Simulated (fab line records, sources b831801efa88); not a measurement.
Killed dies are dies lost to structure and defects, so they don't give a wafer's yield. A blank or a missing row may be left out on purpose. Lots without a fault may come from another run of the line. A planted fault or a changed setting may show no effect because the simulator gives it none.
Which tool did it? | flow sky130 | 13 lots, 36 wafers sampled, at 4 steps of a route of 708

WHAT THE GAUGES READ, wafer by wafer
SKY_VT_ADJUST_NCORE_CD_MEAS_07: target cd 380 nm. Usual: cd_nm 380.1 nm, standard deviation 2.3.
lot  | measured     | on        | cd_nm (nm)        | flag
L926 | day 9 09:18  | cd_sem-02 | 378.4 380.0 379.0 |
L925 | day 9 10:24  | cd_sem-01 | 382.2 382.7 380.1 |
L928 | day 9 22:40  | cd_sem-01 | 378.5 379.1 380.0 |
L929 | day 10 05:10 | cd_sem-01 | 380.6 379.1 380.1 |
L930 | day 10 13:24 | cd_sem-02 | 383.1 383.3 382.0 |
L931 | day 10 20:50 | cd_sem-01 | 382.3 380.4 381.6 |
L934 | day 11 17:20 | cd_sem-02 | 378.6 375.8 378.0 |
L935 | day 12 01:18 | cd_sem-02 | 378.6 379.7 376.3 |
L936 | day 12 07:25 | cd_sem-01 | 378.8 382.2 381.1 |
L937 | day 12 18:23 | cd_sem-02 | 379.0 381.1 380.1 |
L940 | day 13 18:34 | cd_sem-02 | 379.3 382.0       |
L941 | day 14 01:18 | cd_sem-01 | 380.4 379.5       |
L944 | day 14 14:14 | cd_sem-01 | 383.2 380.8       |

SKY_VT_ADJUST_NCORE_OVL_MEAS_08. Usual: VT_ADJUST_NCORE_OVL -0.5 nm, standard deviation 1.5.
lot  | measured     | on         | VT_ADJUST_NCORE_OVL (nm) | flag
L926 | day 9 09:25  | overlay-01 | 1.1 0.8 2.3              |
L925 | day 9 10:31  | overlay-01 | -2.4 -1.2 -0.7           |
L928 | day 9 22:47  | overlay-01 | -2.7 -1.4 -2.0           |
L929 | day 10 05:16 | overlay-01 | -1.7 -1.7 -1.0           |
L930 | day 10 13:31 | overlay-02 | 1.1 -1.1 0.4             |
L931 | day 10 20:58 | overlay-02 | 1.3 1.3 1.9              |
L934 | day 11 17:26 | overlay-01 | -1.5 -2.6 -2.4           |
L935 | day 12 01:25 | overlay-02 | 1.2 1.9 2.3              |
L936 | day 12 07:32 | overlay-02 | 1.0 1.1 -0.7             |
L937 | day 12 18:29 | overlay-02 | 1.1 1.6 -1.1             |
L940 | day 13 18:40 | overlay-01 | -2.7 -2.0                |
L941 | day 14 01:25 | overlay-02 | 1.3 0.5                  |
L944 | day 14 14:22 | overlay-01 | -3.1 -1.2                |

SKY_SONOS_ONO_CD_MEAS_13: target cd 410 nm. Usual: cd_nm 409.6 nm, standard deviation 2.2.
lot  | measured     | on        | cd_nm (nm)              | flag
L926 | day 13 12:02 | cd_sem-02 | 406.7 405.2 406.7       |
L925 | day 13 13:27 | cd_sem-02 | 410.6 409.6 409.7       |
L928 | day 17 22:03 | cd_sem-02 | 409.0 408.9 409.1       |
L929 | day 17 21:35 | cd_sem-01 | 409.9 409.5 410.3       |
L930 | day 17 23:00 | cd_sem-02 | 407.5 407.8 408.8       |
L931 | day 17 23:08 | cd_sem-01 | 410.1 408.5 409.7       |
L934 | day 17 23:24 | cd_sem-02 | 409.7 407.4 408.4       |
L935 | day 18 06:39 | cd_sem-01 | 408.8 409.8 410.4       |
L936 | day 18 06:49 | cd_sem-02 | 412.9 412.2 413.0       |
L937 | day 18 06:56 | cd_sem-01 | 410.9 412.9 411.3       |
L940 | day 18 13:52 | cd_sem-02 | 383.6 383.9 383.7 384.1 | OFF
L941 | day 18 20:20 | cd_sem-02 | 407.6 382.5 407.5 382.4 | OFF
L944 | day 19 06:12 | cd_sem-01 | 408.9 383.6 409.0 383.8 | OFF

WHICH TOOL RAN EACH LOT (tool, then ch and the chambers of the sampled wafers, then the start)
lot  | SKY_SONOS_ONO_EXPOSE_10
L926 | iline_stepper-01 ch 0, day 13 00:17
L925 | iline_stepper-02 ch 0, day 13 01:44
L928 | iline_stepper-02 ch 0, day 17 06:55
L929 | iline_stepper-01 ch 0, day 17 06:28
L930 | iline_stepper-02 ch 0, day 17 07:25
L931 | iline_stepper-01 ch 0, day 17 07:40
L934 | iline_stepper-02 ch 0, day 17 07:56
L935 | iline_stepper-02 ch 0, day 17 15:19
L936 | iline_stepper-02 ch 0, day 17 15:26
L937 | iline_stepper-01 ch 0, day 17 15:46
L940 | iline_stepper-02 ch 0, day 17 23:37
L941 | iline_stepper-02 ch 0, day 18 05:16
L944 | iline_stepper-02 ch 0, day 18 16:02
- SKY_SONOS_ONO_EXPOSE_10: exposes mask ONOM, target cd 410 nm.

WHAT THE TOOLS THEMSELVES READ (means of the sampled wafers that have a number; where no wafer has one, the mark that the record gives instead)
SKY_SONOS_ONO_EXPOSE_10. Usual: reticle_temp_C 23.00 C, standard deviation 0.1.
lot  | tool             | reticle_temp_C (C) | flag
L926 | iline_stepper-01 | 22.86              |
L925 | iline_stepper-02 | 23.06              |
L928 | iline_stepper-02 | 22.97              |
L929 | iline_stepper-01 | 23.02              |
L930 | iline_stepper-02 | 23.13              |
L931 | iline_stepper-01 | 22.95              |
L934 | iline_stepper-02 | 23.10              |
L935 | iline_stepper-02 | 22.97              |
L936 | iline_stepper-02 | 23.15              |
L937 | iline_stepper-01 | 22.97              |
L940 | iline_stepper-02 | 23.07              |
L941 | iline_stepper-02 | 22.94              |
L944 | iline_stepper-02 | 23.02              |

THE ANSWER, worked out from the rows above alone
Rule: a lot is off if the mean of its wafers that have a number lies more than 3 standard deviations from the usual mean. A lot without any number at a reading at which 4 lots or more have one is off too. The other lots that the step has rows for count as sound. The gauges are gone through in route order, then the tools' own readings, and for those a lot's mean is taken as printed above. The first step at which some lot is off is used, and at that step the reading that is off furthest; a lot without a number counts as furthest.
Off: L940, L941, L944, at SKY_SONOS_ONO_CD_MEAS_13 (cd_nm).
A tool fits if, at a process step before that reading, it ran every lot that is off, and no sound lot after the first of them. The gauges at SKY_SONOS_ONO_CD_MEAS_13 are tried like those tools. One fits: iline_stepper-02 at SKY_SONOS_ONO_EXPOSE_10. Its last sound lot is L936 (day 17 15:26), its first lot that is off L940 (day 17 23:37): a fault that began between those two fits.

WHAT THE SIMULATOR HAD PUT IN
Process parameter drift: iline_stepper-02, from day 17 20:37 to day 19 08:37, at SKY_SONOS_ONO_EXPOSE_10. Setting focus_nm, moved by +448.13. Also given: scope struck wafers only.
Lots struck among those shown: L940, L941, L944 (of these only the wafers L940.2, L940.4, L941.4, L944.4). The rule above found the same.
